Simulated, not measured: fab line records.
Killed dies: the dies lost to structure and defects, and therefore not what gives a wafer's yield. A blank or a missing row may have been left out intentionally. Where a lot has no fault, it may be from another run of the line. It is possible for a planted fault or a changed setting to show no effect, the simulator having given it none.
2 desks looking at one fault || flow sky130 || numbers are kept per desk, each desk with only its own; the story behind them comes last

== METROLOGY DESK ==
What the gauges read for every lot (on any tool): the sampled wafers with a number, averaged. If a lot's mean is further than 4 standard deviations from the usual mean, the lot is out of limits and carries the mark OUT (the distance appears in the brackets).
Columns: A = LDD_N_TW at SKY_LDD_N_TW_MEAS_17, usual 2598; B = cd nm at SKY_LDD_P_CD_MEAS_07, usual 379.7 nm; C = LDD_HVN_OVL at SKY_LDD_HVN_OVL_MEAS_07, usual 0.0 nm
{"lot": "L817", "first seen here": "day 18 15:35", "A": 2595, "B": 381.3, "C": -0.6}
{"lot": "L822", "first seen here": "day 20 16:31", "A": 2608, "B": 381.3, "C": 0.2}
{"lot": "L823", "first seen here": "day 20 18:17", "A": 2606, "B": 379.1, "C": 0.3}
{"lot": "L825", "first seen here": "day 21 20:27", "A": 2621, "B": 380.7, "C": -1.1}
{"lot": "L828", "first seen here": "day 22 17:34", "A": 2622, "B": 372.5, "C": -0.3}
{"lot": "L832", "first seen here": "day 24 05:10", "A": 2618, "B": 379.9, "C": 0.8}
{"lot": "L834", "first seen here": "day 24 10:56", "A": 2599, "B": 378.9, "C": 1.2}
{"lot": "L835", "first seen here": "day 24 15:29", "A": 2596, "B": 378.8, "C": -0.8}
{"lot": "L837", "first seen here": "day 25 17:56", "A": 2608, "B": 378.2, "C": 0.2}
{"lot": "L838", "first seen here": "day 25 21:38", "A": 2603, "B": 386.7, "C": 2.0}
{"lot": "L839", "first seen here": "day 25 22:52", "A": 2613, "B": 383.6, "C": 1.4}
{"lot": "L840", "first seen here": "day 26 17:16", "A": 2591, "B": 376.3, "C": -2.2}
This desk's verdict: no lot among the 12 shows anything out of limits.

== FOR THE TOOL OWNER'S DESK: iline stepper-02 ==
The tool's own readings at SKY_LDD_P_EXPOSE_04 (exposes mask PSDM, target cd 380 nm): means of the sampled wafers that have a number, for each lot that ran on this tool. If a lot's mean is further than 4 standard deviations from the usual mean, the lot is out of limits and carries the mark OUT (the distance appears in the brackets).
Columns: A = exposure dose mJ cm2 at SKY_LDD_P_EXPOSE_04, usual 137.89; B = reticle temp C at SKY_LDD_P_EXPOSE_04, usual 23.01 C
{"lot": "L817", "first seen here": "day 19 07:04", "A": 137.97, "B": 23.00}
{"lot": "L825", "first seen here": "day 22 11:27", "A": 138.07, "B": 23.08}
{"lot": "L828", "first seen here": "day 23 08:16", "A": "138.94 (+8.7) OUT", "B": 23.08}
{"lot": "L837", "first seen here": "day 26 08:46", "A": 137.84, "B": 23.00}
{"lot": "L839", "first seen here": "day 26 14:44", "A": 137.98, "B": 23.05}
{"lot": "L840", "first seen here": "day 27 06:25", "A": 137.90, "B": 22.89}
This desk finds L828 out of limits, L828 being first, at day 23 08:16 (exposure dose mJ cm2 at SKY_LDD_P_EXPOSE_04). Within limits: L817, L825, L837, L839, L840.

== PUT TOGETHER ==
An alarm could have come from the tool owner's desk at day 23 08:16, on L828.
Nothing out of limits was seen by the metrology desk.
The metrology desk has L828 on record, within its limits.
Of the lots named, all ran SKY_LDD_P_EXPOSE_04 on iline stepper-02.

== WHAT THE SIMULATOR HAD PUT IN ==
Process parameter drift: iline stepper-02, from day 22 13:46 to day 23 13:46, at SKY_LDD_P_EXPOSE_04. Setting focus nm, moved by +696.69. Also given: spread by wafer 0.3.
Struck lots among those shown: L828.
Delay in hours, fault start to first out-of-limits reading, by desk: the tool owner's desk at 19.
